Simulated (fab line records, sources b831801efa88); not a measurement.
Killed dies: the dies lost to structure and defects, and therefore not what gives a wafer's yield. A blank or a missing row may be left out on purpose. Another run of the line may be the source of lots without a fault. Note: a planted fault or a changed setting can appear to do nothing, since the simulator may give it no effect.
Struck lot and sound lot, side by side ; flow sky130 ; 23 out of 708 route steps
Sound: these wafers, L376.1, L376.2, L376.4. Struck: wafer L368.4. (L368.6 of the same lot was not struck and is left out.) The cause comes at the end.
At each step with rows: each side's tool, then ch and its chambers, then its first start. Under that, the readings that differ: sound wafers ; struck wafers ; difference of the means ; sigmas: that difference in standard deviations of wafers without a fault.
alike: a reading whose means differ by less than 2 such deviations, as well as words and numbers matching on both sides. not compared: withheld readings; readings where some wafer has no value; bounds like >300 that might hide an equal value; numbers whose values overlap and for which the record gives no deviation.
The two part at a step that has a row with sigmas, a row that says differs or no value, or rows on one side only. When numbers do not overlap yet have no deviation, they are printed without sigmas and do not part them. A reading that every wafer of one side lacks parts them only if that side has two wafers or more.

first, 5 steps without rows for these wafers: SKY_POLY_CUT_COAT_03 (resist thk 450 nm); SKY_POLY_CUT_SOFTBAKE_04 (time 90 s); SKY_POLY_CUT_EXPOSE_05 (exposes mask NPCM, target cd 270 nm); SKY_POLY_CUT_PEB_06; SKY_POLY_CUT_DEVELOP_07 (develop time 60 s).
SKY_POLY_CUT_CD_MEAS_08 targets a cd of 270 nm.
  sound on cd-sem-01, day 30 09:09; struck on cd-sem-02, day 28 20:05
reading;sound;struck;difference;sigmas
cd-nm (nm);266.6 266.7 267.4;270.0;+3.1;+2
SKY_POLY_CUT_OVL_MEAS_09:
  sound on overlay-01, day 30 09:16; struck on overlay-01, day 28 20:10
reading;sound;struck;difference;sigmas
POLY_CUT_OVL (nm);-9 -4 2;9;+13;+2
SKY_POLY_CUT_ETCH_10: etches BARC in N2/H2, stops on SiO2, time 45.9 s, target depth 60 nm.
  sound on rie-diel-03 ch 0,1,3, day 30 09:18; struck on rie-diel-02 ch 3, day 28 20:11
  alike: drypump-motor-current-A, oes-product-au, throttle-valve-pct
  not compared: rf-hours-counter-h
SKY_POLY_CUT_ETCH_11: etches Si3N4 in CF4/CH2F2/Ar, stops on poly-Si, time 42.5 s, target depth 60 nm.
  sound on rie-diel-03 ch 0,1,3, day 30 09:21; struck on rie-diel-02 ch 3, day 28 20:14
  alike: drypump-motor-current-A, oes-product-au, throttle-valve-pct
  not compared: rf-hours-counter-h
SKY_POLY_CUT_STRIP_12: strips in O2/N2.
  sound on plasma-asher-04 ch 0,1, day 30 09:23; struck on plasma-asher-02 ch 1, day 28 20:18
reading;sound;struck;difference;sigmas
oes-product-au (a.u.);0.446 0.444 0.446;0.458;+0.013;+3
  alike: drypump-motor-current-A, o2-flow-sccm, strip-time-to-endpoint-s
  not compared: rf-hours-counter-h
then, 2 steps without rows for these wafers: SKY_SD_P_DEHYDRATE_00 (time 60 s); SKY_SD_P_HMDS_01 (prime time 60 s).
SKY_SD_P_COAT_02: resist thk 1140 nm.
  sound on litho-track-02 ch 0, day 30 22:57; struck on litho-track-04 ch 0, day 29 10:33
reading;sound;struck;difference;sigmas
model.NOVOLAK_of_SD_P_COAT_02.thk-nm (nm);1139 1139 1140;739.8;-399.5;
then, 3 steps without rows for these wafers: SKY_SD_P_SOFTBAKE_03 (time 60 s); SKY_SD_P_EXPOSE_04 (exposes mask PSDM, target cd 380 nm); SKY_SD_P_PEB_05.
SKY_SD_P_DEVELOP_06: develop time 60 s.
  sound on litho-track-02 ch 0, day 31 13:00; struck on litho-track-01 ch 0, day 30 00:50
reading;sound;struck;difference;sigmas
model.NOVOLAK_of_SD_P_COAT_02.thk-nm (nm);1138 1139 1140;739.3;-399.7;
SKY_SD_P_CD_MEAS_07 targets a cd of 380 nm.
  sound on cd-sem-02, day 31 13:09; struck on cd-sem-02, day 30 00:58
reading;sound;struck;difference;sigmas
cd-nm (nm);381.0 380.2 382.3;429.7;+48.5;+23
SKY_SD_P_OVL_MEAS_08:
  sound on overlay-02, day 31 13:16; struck on overlay-02, day 30 01:03
  alike: SD_P_OVL
after that, 1 step had no rows for these wafers: SKY_SD_P_IMPLANT_09.
SKY_SD_P_STRIP_10: strips in O2/N2.
  sound on plasma-asher-01 ch 0,1, day 31 13:31; struck on plasma-asher-01 ch 0, day 30 01:15
reading;sound;struck;difference;sigmas
oes-product-au (a.u.);0.618 0.615 0.616;0.577;-0.039;-8
strip-time-to-endpoint-s (s);17.46 17.48 17.49;12.94;-4.54;-99 or more
  alike: drypump-motor-current-A, o2-flow-sccm
  not compared: rf-hours-counter-h
SKY_SD_P_TW_MEAS_11:
  sound on film-metro-03, day 31 13:37; struck on film-metro-01, day 30 01:21
reading;sound;struck;difference;sigmas
SD_P_TW;2830 2816 2819;2869;+47;+2
after that, 1 step had no rows for these wafers: SKY_PAD_OPEN_PROBE_99.

## WHERE THEY PART
Last at SKY_SD_P_TW_MEAS_11 as far as this record goes, first at SKY_POLY_CUT_CD_MEAS_08.

WHY: what had been put in by the simulator
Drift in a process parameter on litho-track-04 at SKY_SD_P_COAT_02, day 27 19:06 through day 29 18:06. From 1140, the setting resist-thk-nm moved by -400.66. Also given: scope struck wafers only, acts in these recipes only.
